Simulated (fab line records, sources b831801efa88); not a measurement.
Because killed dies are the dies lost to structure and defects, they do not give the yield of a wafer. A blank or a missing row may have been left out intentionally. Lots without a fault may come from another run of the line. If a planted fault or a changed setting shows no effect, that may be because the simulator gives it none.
The tool behind it: which one?    flow sky130    6 lots with 17 wafers sampled at 3 steps, on a route of 708 steps

WHAT THE GAUGES SHOWED, per wafer
SKY_LDD_P_CD_MEAS_07: target cd 380 nm.
lot   measured      on        cdNm (nm)
L658  day 20 21:58  cdSem-01  382.4 381.8 382.1
L660  day 24 15:21  cdSem-02  377.5 380.3 380.8
L662  day 24 17:58  cdSem-01  383.7 381.8 384.3
L663  day 24 18:21  cdSem-01  382.2 382.7 382.3
L669  day 25 02:15  cdSem-01  403.0 377.9
L675  day 25 17:23  cdSem-01  375.3 376.3 375.5

EACH LOT AND THE TOOL THAT RAN IT (in order: tool; ch and the chambers of the sampled wafers; start)
lot   SKY_POLY_GATE_STRIP_18               SKY_LDD_P_DEVELOP_06
L658  plasmaAsher-04 ch 0,1, day 18 07:48  lithoTrack-01 ch 0, day 20 21:49
L660  plasmaAsher-03 ch 0,1, day 22 02:42  lithoTrack-04 ch 0, day 24 15:12
L662  plasmaAsher-04 ch 0,1, day 22 03:03  lithoTrack-03 ch 0, day 24 17:50
L663  plasmaAsher-04 ch 0,1, day 22 03:24  lithoTrack-04 ch 0, day 24 18:12
L669  plasmaAsher-03 ch 0,1, day 22 10:54  lithoTrack-03 ch 0, day 25 02:06
L675  plasmaAsher-01 ch 0,1, day 23 00:42  lithoTrack-01 ch 0, day 25 17:14
- SKY_POLY_GATE_STRIP_18: strips in O2/N2.
- SKY_LDD_P_DEVELOP_06: develop time 60 s.

THE ANSWER, worked out from the rows above alone
Rule: what is usual is taken from the lots themselves. Put in order of their means at a reading, lots are off if they are a third of the lots or fewer, leave a main group of 4 or more, and stand apart from it by a gap of 3 or more times the standard deviation of the main group's means; of several such gaps the widest counts. Not used: any main group whose means are identical at the precision the tables above print for the reading. Also off: a lot with no number at a reading for which 4 or more lots have one. All remaining lots with rows at the step are treated as sound.
None of the lots is off at any reading shown; this tells nothing.

WHAT THE SIMULATOR PUT IN
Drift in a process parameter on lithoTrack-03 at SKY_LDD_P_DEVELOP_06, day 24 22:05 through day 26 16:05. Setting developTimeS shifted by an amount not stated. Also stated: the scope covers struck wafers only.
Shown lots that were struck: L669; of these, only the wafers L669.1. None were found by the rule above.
